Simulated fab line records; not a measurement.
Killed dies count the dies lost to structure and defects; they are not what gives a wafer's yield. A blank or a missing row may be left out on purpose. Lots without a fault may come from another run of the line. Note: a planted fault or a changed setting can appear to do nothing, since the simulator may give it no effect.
The same fault as seen by 2 desks :: flow sky130 :: every desk sees just its own numbers, and what lay behind them comes last

## FOR THE TOOL OWNER'S DESK: cvd w-01
The tool's own readings at SKY_VIA1_CVD_21 (deposits W, target thk 270 nm, time 80.902 s): means of the sampled wafers that have a number, for each lot that ran on this tool. The brackets show how far a lot's mean lies from the usual mean; more than 4 standard deviations puts the lot out of limits, marked OUT.
Columns: A = heater power w at SKY_VIA1_CVD_21, usual 831 W
lot: L814
first seen here: day 34 11:23
A: 779

lot: L824
first seen here: day 37 20:35
A: 799

lot: L832
first seen here: day 40 00:24
A: 827

lot: L835
first seen here: day 42 01:01
A: 842
This desk's finding: nothing out of limits on any of the 4 lots.

## METROLOGY DESK
Lot by lot, what the gauges showed, no matter which tool ran the lot: averages of those sampled wafers that carry a number. The brackets show how far a lot's mean lies from the usual mean; more than 4 standard deviations puts the lot out of limits, marked OUT. Readings shown: 7 of its 9, picked as those furthest out on some lot.
Columns: A = cd nm at SKY_VIA1_CD_MEAS_12, usual 150.6 nm; B = VIA1_OVL at SKY_VIA1_OVL_MEAS_13, usual -2 nm; C = VIA1_W_RS at SKY_VIA1_RS_MEAS_22, usual 0.428 ohm/sq; D = VIA1_W_THK at SKY_VIA1_THK_MEAS_23, usual 267 nm; E = cd nm at SKY_METAL2_CD_MEAS_15, usual 140.2 nm; F = METAL2_OVL at SKY_METAL2_OVL_MEAS_16, usual 0 nm; G = VIA2_HDPCVD_THK at SKY_VIA2_THK_MEAS_01, usual 1169 nm
lot: L814
first seen here: day 34 10:31
A: 147.8
B: -3
C: 0.424
D: 270
E: 139.8
F: -9
G: 1156

lot: L824
first seen here: day 37 19:41
A: 150.7
B: -1
C: 0.428
D: 265
E: 140.9
F: -8
G: 1152

lot: L832
first seen here: day 39 23:31
A: 154.6
B: 1
C: 0.430
D: 265
E: 142.0
F: 1
G: 1174

lot: L833
first seen here: day 40 11:57
A: 148.2
B: 10
C: 0.423
D: 271
E: 137.3
F: 3
G: 1167

lot: L835
first seen here: day 42 00:07
A: 151.7
B: 7
C: 0.419
D: 273
E: 139.4
F: -3
G: 1186
This desk's finding: nothing out of limits on any of the 5 lots.

## BROUGHT TOGETHER
The tool owner's desk saw nothing out of limits.
Metrology desk: nothing out of limits seen.

## WHAT HAD BEEN PUT IN BY THE SIMULATOR
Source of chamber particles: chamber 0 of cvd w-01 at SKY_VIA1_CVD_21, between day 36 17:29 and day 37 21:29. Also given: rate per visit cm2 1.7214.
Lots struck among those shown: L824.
